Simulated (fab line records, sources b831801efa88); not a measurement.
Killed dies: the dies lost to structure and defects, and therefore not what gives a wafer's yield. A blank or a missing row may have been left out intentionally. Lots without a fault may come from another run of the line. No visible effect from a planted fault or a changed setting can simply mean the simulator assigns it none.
A lot that was struck, set against a sound lot	flow sky130	15 steps out of a route of 708
Sound: these wafers, L983.2, L983.4, L983.5. Wafers L974.3, L974.5, L974.6 were the ones struck. At the end, the cause is stated.
Order at every step that has rows: each side's tool, ch and its chambers, its first start. Under that, the readings that differ: sound wafers	struck wafers	difference of the means	sigmas: that difference in standard deviations of wafers without a fault.
alike: same words and numbers on both sides, and readings whose means sit less than 2 such deviations apart. not compared: any withheld reading, any reading some wafer has no value for, any bound like >300 that may hide the same value, and any number with overlapping values for which the record gives no deviation.
Wherever a step has rows on one side only, a row that says differs or no value, or a row with sigmas, the two part there. When numbers do not overlap yet have no deviation, they are printed without sigmas and do not part them. Lack of a reading on every wafer of one side parts them only where that side has two or more wafers.

SKY_VT_ADJUST_LVTN_OVL_MEAS_07:
  sound on overlay-02, day 12 05:56; struck on overlay-01, day 8 17:54
  alike: VT_ADJUST_LVTN_OVL
then, 1 step without rows for these wafers: SKY_VT_ADJUST_LVTN_IMPLANT_08.
SKY_VT_ADJUST_LVTN_STRIP_09: strips in O2/N2.
  sound on plasma asher-04 ch 1, day 12 06:07; struck on plasma asher-02 ch 0,1, day 8 18:06
  alike: drypump motor current A, oes product au, strip time to endpoint s
  not compared: rf hours counter h
SKY_VT_ADJUST_LVTN_TW_MEAS_10:
  sound on film metro-02, day 12 06:14; struck on film metro-02, day 8 18:11
  alike: VT_ADJUST_LVTN_TW
then, 7 steps without rows for these wafers: SKY_VT_ADJUST_LVTN_DEHYDRATE_11 (time 60 s); SKY_VT_ADJUST_LVTN_HMDS_12 (prime time 60 s); SKY_VT_ADJUST_LVTN_COAT_13 (resist thk 1140 nm); SKY_VT_ADJUST_LVTN_SOFTBAKE_14 (time 60 s); SKY_VT_ADJUST_LVTN_EXPOSE_15 (exposes mask HVN STD DERIVED, target cd 600 nm); SKY_VT_ADJUST_LVTN_PEB_16; SKY_VT_ADJUST_LVTN_DEVELOP_17 (develop time 60 s).
SKY_VT_ADJUST_LVTN_OVL_MEAS_18:
  sound on overlay-01, day 13 06:59; struck on overlay-02, day 9 15:35
  alike: VT_ADJUST_LVTN_01_OVL
SKY_VT_ADJUST_LVTN_IMPLANT_19:
  sound on implanter-02 ch 0, day 13 07:02; struck on implanter-03, day 9 15:39
  no value came back on the struck wafers for beam energy keV, beam on s (s); on the sound wafers beam energy keV reads 30.002 29.986 29.994
SKY_VT_ADJUST_LVTN_STRIP_20: strips in O2/N2.
  sound on plasma asher-04 ch 0,1, day 13 07:10; struck on plasma asher-01 ch 0,1, day 9 15:47
  alike: drypump motor current A, oes product au, strip time to endpoint s
  not compared: rf hours counter h
SKY_VT_ADJUST_LVTN_TW_MEAS_21:
  sound on film metro-01, day 13 07:16; struck on film metro-04, day 9 15:52
reading	sound	struck	difference	sigmas
VT_ADJUST_LVTN_2_TW	190.0 190.7 190.2	29.6 29.7 29.8	-160.6	-70

## WHERE THEY PART
First at SKY_VT_ADJUST_LVTN_IMPLANT_19; last, within this record, at SKY_VT_ADJUST_LVTN_TW_MEAS_21.

WHY: what had been put in by the simulator
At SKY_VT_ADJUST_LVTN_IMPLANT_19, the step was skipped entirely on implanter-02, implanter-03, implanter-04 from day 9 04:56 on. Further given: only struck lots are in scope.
